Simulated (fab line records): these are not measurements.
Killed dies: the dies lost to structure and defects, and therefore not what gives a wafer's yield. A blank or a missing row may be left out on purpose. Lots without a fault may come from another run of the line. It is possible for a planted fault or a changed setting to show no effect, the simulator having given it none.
Which of the tools did it? | flow gf180mcu | Sampling: 12 lots, 36 wafers, 6 of 602 route steps

## WHAT THE GAUGES SHOWED, per wafer
GF_HV_LDD_CD_MEAS_31: the cd target is 400 nm.
lot  | measured     | on        | cd nm (nm)
L985 | day 11 09:10 | cd sem-01 | 404.5 403.7 402.0
L986 | day 11 21:58 | cd sem-02 | 399.0 398.6 395.7
L987 | day 12 05:57 | cd sem-02 | 401.6 403.1 403.0
L992 | day 13 19:05 | cd sem-01 | - - -
L993 | day 14 03:29 | cd sem-01 | - - -
L997 | day 15 15:47 | cd sem-01 | 400.5 403.4 402.8
L998 | day 15 23:33 | cd sem-02 | 396.9 397.6 397.3
L100 | day 16 12:47 | cd sem-02 | 400.7 400.4 399.6
L102 | day 17 04:53 | cd sem-01 | 397.7 399.2 399.7
L105 | day 18 02:05 | cd sem-01 | 401.8 403.1 401.0
L106 | day 18 12:05 | cd sem-02 | 400.3 400.7 401.5
L107 | day 18 20:58 | cd sem-02 | 400.3 403.7 403.0

GF_HV_LDD_TW_MEAS_50.
lot  | measured     | on            | HV_LDD_4_TW
L985 | day 12 05:09 | film metro-04 | 565 566 567
L986 | day 12 18:32 | film metro-02 | 581 584 585
L987 | day 13 02:45 | film metro-02 | 581 579 581
L992 | day 14 16:37 | film metro-04 | 1444 1446 1439
L993 | day 15 01:29 | film metro-02 | 1481 1477 1488
L997 | day 16 15:31 | film metro-04 | 564 571 566
L998 | day 17 01:10 | film metro-04 | 568 567 567
L100 | day 17 12:31 | film metro-02 | 584 582 582
L102 | day 18 05:34 | film metro-01 | 560 561 562
L105 | day 19 02:59 | film metro-04 | 567 565 566
L106 | day 19 14:20 | film metro-04 | 568 567 570
L107 | day 19 22:13 | film metro-01 | 558 558 557

GF_CONTACT_OVL_MEAS_15.
lot  | measured     | on         | CONTACT_OVL (nm)
L985 | day 15 21:09 | overlay-02 | 0 6 5
L986 | day 16 12:37 | overlay-02 | -21 -16 -9
L987 | day 16 21:12 | overlay-02 | -8 -13 -10
L997 | day 20 20:15 | overlay-01 | -3 -1 -7
L998 | day 21 07:51 | overlay-02 | 2 -5 -2
L100 | day 21 16:46 | overlay-01 | 0 6 -2
L102 | day 22 11:31 | overlay-01 | 0 -4 -6
L105 | day 23 06:40 | overlay-01 | -4 -7 2
L106 | day 23 18:03 | overlay-01 | 5 2 1
L107 | day 24 02:13 | overlay-02 | -1 -6 -2

## WHAT TOOL EACH LOT RAN ON (gives the tool, then ch and the chambers of the sampled wafers, and finally the start)
lot  | GF_MVSD_STRIP_10                    | GF_HV_LDD_COAT_26                 | GF_CONTACT_SOFTBAKE_10
L985 | plasma asher-02 ch 0,1, day 4 10:11 | litho track-01 ch 0, day 11 00:12 | litho track-03 ch 0, day 15 21:09 or earlier
L986 | plasma asher-02 ch 0,1, day 4 17:35 | litho track-01 ch 0, day 11 12:11 | litho track-04 ch 0, day 16 12:37 or earlier
L987 | plasma asher-02 ch 0,1, day 4 23:07 | litho track-01 ch 0, day 11 20:18 | litho track-04 ch 0, day 16 21:12 or earlier
L992 | plasma asher-02 ch 0,1, day 6 03:38 | litho track-04, day 13 09:04      | -
L993 | plasma asher-04 ch 0,1, day 6 09:22 | litho track-03, day 13 17:02      | -
L997 | plasma asher-04 ch 0,1, day 7 09:53 | litho track-04 ch 0, day 15 05:17 | litho track-04 ch 0, day 20 20:15 or earlier
L998 | plasma asher-04 ch 0, day 7 16:55   | litho track-01 ch 0, day 15 13:03 | litho track-03 ch 0, day 21 07:51 or earlier
L100 | plasma asher-03 ch 0,1, day 8 03:56 | litho track-04 ch 0, day 16 01:20 | litho track-04 ch 0, day 21 16:46 or earlier
L102 | plasma asher-04 ch 0,1, day 8 15:43 | litho track-03 ch 0, day 16 17:17 | litho track-01 ch 0, day 22 11:31 or earlier
L105 | plasma asher-03 ch 0,1, day 9 06:44 | litho track-03 ch 0, day 17 14:26 | litho track-01 ch 0, day 23 06:40 or earlier
L106 | plasma asher-04 ch 0,1, day 9 11:10 | litho track-03 ch 0, day 17 23:20 | litho track-04 ch 0, day 23 18:03 or earlier
L107 | plasma asher-03 ch 0,1, day 9 21:44 | litho track-03 ch 0, day 18 08:56 | litho track-01 ch 0, day 24 02:13 or earlier
- GF_MVSD_STRIP_10: strips in O2/N2.
- GF_HV_LDD_COAT_26: resist thk 1000 nm.
- GF_CONTACT_SOFTBAKE_10: time 62.84 s.

## WHAT THE TOOLS THEMSELVES READ (means of the sampled wafers that have a number; where no wafer has one, the mark that the record gives instead)
GF_MVSD_STRIP_10.
lot  | tool            | drypump motor current A (A) | heater power w (W) | oes product au (a.u.) | strip time to endpoint s (s)
L985 | plasma asher-02 | 6.2                         | 311                | 0.720                 | 37.02
L986 | plasma asher-02 | 6.0                         | 319                | 0.728                 | 36.80
L987 | plasma asher-02 | 6.2                         | 312                | 0.725                 | 36.98
L992 | plasma asher-02 | 6.1                         | 312                | 0.722                 | 36.95
L993 | plasma asher-04 | 5.2                         | 327                | 0.724                 | 36.82
L997 | plasma asher-04 | 5.2                         | 324                | 0.722                 | 36.94
L998 | plasma asher-04 | 5.0                         | 344                | 0.722                 | 36.98
L100 | plasma asher-03 | 6.2                         | 333                | 0.723                 | 37.14
L102 | plasma asher-04 | 5.2                         | 322                | 0.723                 | 37.11
L105 | plasma asher-03 | 6.2                         | 328                | 0.726                 | 36.89
L106 | plasma asher-04 | 5.2                         | 320                | 0.719                 | 36.97
L107 | plasma asher-03 | 6.2                         | 335                | 0.722                 | 37.10

GF_HV_LDD_COAT_26.
lot  | tool           | chill plate temp C (C) | dispense pressure kPa (kPa)
L985 | litho track-01 | 23.03                  | 50.5
L986 | litho track-01 | 22.86                  | 50.6
L987 | litho track-01 | 23.13                  | 50.5
L992 | litho track-04 | -                      | -
L993 | litho track-03 | -                      | -
L997 | litho track-04 | 22.89                  | 55.0
L998 | litho track-01 | 23.05                  | 50.5
L100 | litho track-04 | 22.98                  | 55.0
L102 | litho track-03 | 22.99                  | 49.9
L105 | litho track-03 | 23.00                  | 49.9
L106 | litho track-03 | 22.98                  | 49.9
L107 | litho track-03 | 22.82                  | 49.9

GF_CONTACT_SOFTBAKE_10.
lot  | tool           | chill plate temp C (C) | plate sensor t centre C (C) | plate sensor t edge C (C)
L985 | litho track-03 | 23.08                  | 131.02                      | 131.21
L986 | litho track-04 | 23.06                  | 131.02                      | 131.21
L987 | litho track-04 | 22.96                  | 131.01                      | 131.22
L997 | litho track-04 | 22.98                  | 131.03                      | 131.20
L998 | litho track-03 | 23.01                  | 131.02                      | 131.20
L100 | litho track-04 | 22.89                  | 131.02                      | 131.21
L102 | litho track-01 | 22.88                  | 131.02                      | 131.21
L105 | litho track-01 | 22.96                  | 131.02                      | 131.21
L106 | litho track-04 | 22.98                  | 131.02                      | 131.20
L107 | litho track-01 | 22.92                  | 131.02                      | 131.20

## THE ANSWER, worked out from the rows above alone
Rule: what is usual is taken from the lots themselves. The widest of any qualifying gaps counts: lots, ordered by their means at a reading, are off when they make up no more than a third of the lots, leave a main group of 4 or more, and stand apart from it by 3 or more times the standard deviation of that group's means. A main group is skipped when, at the precision printed for the reading in the tables above, its means are all equal. Also off: a lot with no number at a reading for which 4 or more lots have one. Where the step has rows for the other lots, those lots are counted as sound. The gauges are gone through in route order, then the tools' own readings, and for those a lot's mean is taken as printed above. The first step at which some lot is off is used, and at that step the reading that is off furthest; a lot without a number counts as furthest.
Off: L992, L993, at GF_HV_LDD_CD_MEAS_31 (cd nm). Without a number there: L992, L993. Main group: mean 400.7 nm, sd 2.
A tool fits if, at a process step before that reading, it ran every lot that is off, and no sound lot after the first of them. Not tried: the gauges at GF_HV_LDD_CD_MEAS_31; whatever is off there is also off at GF_HV_LDD_TW_MEAS_50, on other tools, and gauge error can't account for it. None of those tried fits.

## WHAT THE SIMULATOR HAD PUT IN
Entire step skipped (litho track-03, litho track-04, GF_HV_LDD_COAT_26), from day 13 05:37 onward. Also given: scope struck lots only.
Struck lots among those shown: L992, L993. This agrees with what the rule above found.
